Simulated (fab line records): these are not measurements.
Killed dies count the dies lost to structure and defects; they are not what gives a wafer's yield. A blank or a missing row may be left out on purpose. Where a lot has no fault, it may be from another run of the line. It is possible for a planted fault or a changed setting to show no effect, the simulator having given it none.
What tool caused it? ; flow sky130 ; 12 lots, 36 wafers sampled, at 5 steps of a route of 708

## WHAT EACH GAUGE READ, for each wafer
Not one reading of a measure or inspect step in the record can be checked against a usual standard deviation.

## TOOL THAT RAN EACH LOT (tool first, then ch and the chambers of the sampled wafers, then the start)
lot;SKY_LOCAL_INTERCONNECT_STRIP_16;SKY_CAP2M_STRIP_14;SKY_METAL5_DESCUM_14;SKY_PASSIVATION_STRIP_12;SKY_PAD_OPEN_PROBE_99
L999;wetBench-04 ch 2, day 31 03:02;plasmaAsher-04 ch 0,1, day 41 10:12;rieMetal-03 ch 0, day 44 11:29;plasmaAsher-04 ch 0,1, day 45 09:58;-
L100;wetBench-04 ch 1, day 31 07:04;plasmaAsher-01 ch 0,1, day 41 13:58;rieMetal-02 ch 0, day 44 13:28;plasmaAsher-01 ch 0,1, day 45 12:01;-
L102;wetBench-04 ch 0, day 31 18:22;plasmaAsher-04 ch 0,1, day 41 22:47;rieMetal-02 ch 0,1, day 44 22:44;plasmaAsher-04 ch 0,1, day 45 21:25;-
L103;wetBench-04 ch 3, day 32 06:10;plasmaAsher-04 ch 0, day 42 08:59;rieMetal-02 ch 0,1, day 45 08:43;plasmaAsher-01 ch 0,1, day 46 06:32;-
L104;wetBench-03 ch 0, day 32 13:35;plasmaAsher-04 ch 0,1, day 42 16:43;rieMetal-04 ch 0,1, day 45 14:34;plasmaAsher-03 ch 0,1, day 46 12:52;-
L105;wetBench-03 ch 0, day 32 18:43;plasmaAsher-03 ch 0,1, day 42 21:52;rieMetal-03 ch 0,1, day 45 20:04;plasmaAsher-04 ch 0,1, day 46 18:16;-
L108;wetBench-03 ch 2, day 33 16:17;plasmaAsher-01 ch 0,1, day 43 17:26;rieMetal-03 ch 0, day 46 13:41;plasmaAsher-01 ch 0,1, day 47 11:32;-
L109;wetBench-03 ch 3, day 34 01:17;plasmaAsher-01 ch 0,1, day 44 00:19;rieMetal-04 ch 0,1, day 46 20:46;plasmaAsher-04 ch 0,1, day 47 18:18;-
L111;wetBench-03 ch 2, day 35 01:31;plasmaAsher-03 ch 0,1, day 44 20:31;rieMetal-02 ch 0,1, day 47 14:25;plasmaAsher-04 ch 0,1, day 48 10:22;-
L115;wetBench-03 ch 2, day 36 01:44;plasmaAsher-04 ch 0,1, day 45 17:02;rieMetal-02 ch 0, day 48 08:43;plasmaAsher-03 ch 0,1, day 49 04:47;prober-01, day 50 00:56
L116;wetBench-03 ch 0, day 36 07:59;plasmaAsher-04 ch 0,1, day 45 20:43;rieMetal-03 ch 0, day 48 12:10;plasmaAsher-01 ch 0,1, day 49 08:00;prober-02, day 50 03:47
L119;wetBench-03 ch 3, day 37 04:14;plasmaAsher-04 ch 0,1, day 46 14:04;rieMetal-02 ch 1, day 49 03:09;plasmaAsher-04 ch 0,1, day 49 22:01;prober-01, day 50 16:06
- SKY_LOCAL_INTERCONNECT_STRIP_16: strips in post etch residue remover, time 1200 s.
- SKY_CAP2M_STRIP_14: strips in O2/N2.
- SKY_METAL5_DESCUM_14: chemistry O2, time 11 s.
- SKY_PASSIVATION_STRIP_12: strips in O2/N2.
- SKY_PAD_OPEN_PROBE_99

## WHAT THE TOOLS THEMSELVES READ (means of the sampled wafers that have a number; where no wafer has one, the mark that the record gives instead)
SKY_LOCAL_INTERCONNECT_STRIP_16. Usual: bathHeatDutyPct at 14.4 %, with a standard deviation of 1.5.
lot;tool;bathHeatDutyPct (%);flag
L999;wetBench-04;14.9;
L100;wetBench-04;12.9;
L102;wetBench-04;15.1;
L103;wetBench-04;12.7;
L104;wetBench-03;16.0;
L105;wetBench-03;15.6;
L108;wetBench-03;14.7;
L109;wetBench-03;14.4;
L111;wetBench-03;14.2;
L115;wetBench-03;15.1;
L116;wetBench-03;15.4;
L119;wetBench-03;14.2;

SKY_CAP2M_STRIP_14. Usual: drypumpMotorCurrentA 6.22 A, standard deviation 0.26; oesProductAu 0.711 a.u., standard deviation 0.0044; stripTimeToEndpointS 12.67 s, standard deviation 0.039.
lot;tool;drypumpMotorCurrentA (A);oesProductAu (a.u.);stripTimeToEndpointS (s);flag
L999;plasmaAsher-04;6.43;0.712;12.69;
L100;plasmaAsher-01;5.81;0.707;12.63;
L102;plasmaAsher-04;6.46;0.710;12.69;
L103;plasmaAsher-04;6.44;0.711;12.62;
L104;plasmaAsher-04;6.44;0.711;12.67;
L105;plasmaAsher-03;6.15;0.712;12.68;
L108;plasmaAsher-01;5.80;0.715;12.63;
L109;plasmaAsher-01;5.76;0.710;12.68;
L111;plasmaAsher-03;6.23;0.709;12.63;
L115;plasmaAsher-04;6.41;0.713;12.67;
L116;plasmaAsher-04;6.47;0.715;12.65;
L119;plasmaAsher-04;6.44;0.714;12.73;

SKY_METAL5_DESCUM_14. Usual: drypumpMotorCurrentA 5.6 A, standard deviation 0.36; oesProductAu 0.999 a.u., standard deviation 0.015.
lot;tool;drypumpMotorCurrentA (A);oesProductAu (a.u.);flag
L999;rieMetal-03;5.5;0.994;
L100;rieMetal-02;5.8;0.991;
L102;rieMetal-02;5.8;0.991;
L103;rieMetal-02;5.8;0.989;
L104;rieMetal-04;6.1;1.003;
L105;rieMetal-03;5.4;0.991;
L108;rieMetal-03;5.5;0.980;
L109;rieMetal-04;5.7;1.016;
L111;rieMetal-02;5.7;0.994;
L115;rieMetal-02;5.8;0.990;
L116;rieMetal-03;5.5;0.977;
L119;rieMetal-02;5.7;1.009;

SKY_PASSIVATION_STRIP_12. Usual: drypumpMotorCurrentA 6.12 A, standard deviation 0.29; oesProductAu 0.661 a.u., standard deviation 0.0042; stripTimeToEndpointS 31.51 s, standard deviation 0.14.
lot;tool;drypumpMotorCurrentA (A);oesProductAu (a.u.);stripTimeToEndpointS (s);flag
L999;plasmaAsher-04;6.43;0.660;31.52;
L100;plasmaAsher-01;5.75;0.660;31.53;
L102;plasmaAsher-04;6.45;0.659;31.63;
L103;plasmaAsher-01;5.82;0.663;31.69;
L104;plasmaAsher-03;6.24;0.660;31.31;
L105;plasmaAsher-04;6.43;0.660;31.68;
L108;plasmaAsher-01;5.81;0.656;31.28;
L109;plasmaAsher-04;6.45;0.662;31.51;
L111;plasmaAsher-04;6.46;0.657;31.45;
L115;plasmaAsher-03;6.13;0.668;31.44;
L116;plasmaAsher-01;5.83;0.659;31.58;
L119;plasmaAsher-04;6.43;0.663;31.44;

SKY_PAD_OPEN_PROBE_99. Usual: killed_at_M0_to_M3 43, standard deviation 7.6; killed_at_M4_up 2.9, standard deviation 1.7; killedAtContacts 24, standard deviation 5.5; killedAtFrontEnd 15, standard deviation 4.2; killedAtOther 0.3, standard deviation 0.52; killedDies 86, standard deviation 9.4; killedOpen 47, standard deviation 7; killedShort 39, standard deviation 6.4.
lot;tool;killed_at_M0_to_M3;killed_at_M4_up;killedAtContacts;killedAtFrontEnd;killedAtOther;killedDies;killedOpen;killedShort;flag
L115;prober-01;37;1.3;57;12;0.0;108;42;28;OFF
L116;prober-02;47;2.7;59;15;0.7;125;49;38;OFF
L119;prober-01;39;3.3;60;19;0.0;121;46;40;OFF

## THE ANSWER, worked out from the rows above alone
Rule: a lot is off if the mean of its wafers that have a number lies more than 3 standard deviations from the usual mean. Also off: a lot with no number at a reading for which 4 or more lots have one. Where the step has rows for the other lots, those lots are counted as sound. The gauges are gone through in route order, then the tools' own readings, and for those a lot's mean is taken as printed above. The first step at which some lot is off is used, and at that step the reading that is off furthest; a lot without a number counts as furthest.
Off: L115, L116, L119, at SKY_PAD_OPEN_PROBE_99 (killedAtContacts). Neither off nor sound, because the step has no rows for them: L999, L100, L102, L103, L104, L105, L108, L109, L111.
If a tool, at that step or one of the process steps before it, ran each lot that is off and ran no sound lot following the first of them, it fits. Undecided on this evidence; 2 tools fit (wetBench-03 at SKY_LOCAL_INTERCONNECT_STRIP_16, plasmaAsher-04 at SKY_CAP2M_STRIP_14).

## WHAT THE SIMULATOR HAD INSERTED
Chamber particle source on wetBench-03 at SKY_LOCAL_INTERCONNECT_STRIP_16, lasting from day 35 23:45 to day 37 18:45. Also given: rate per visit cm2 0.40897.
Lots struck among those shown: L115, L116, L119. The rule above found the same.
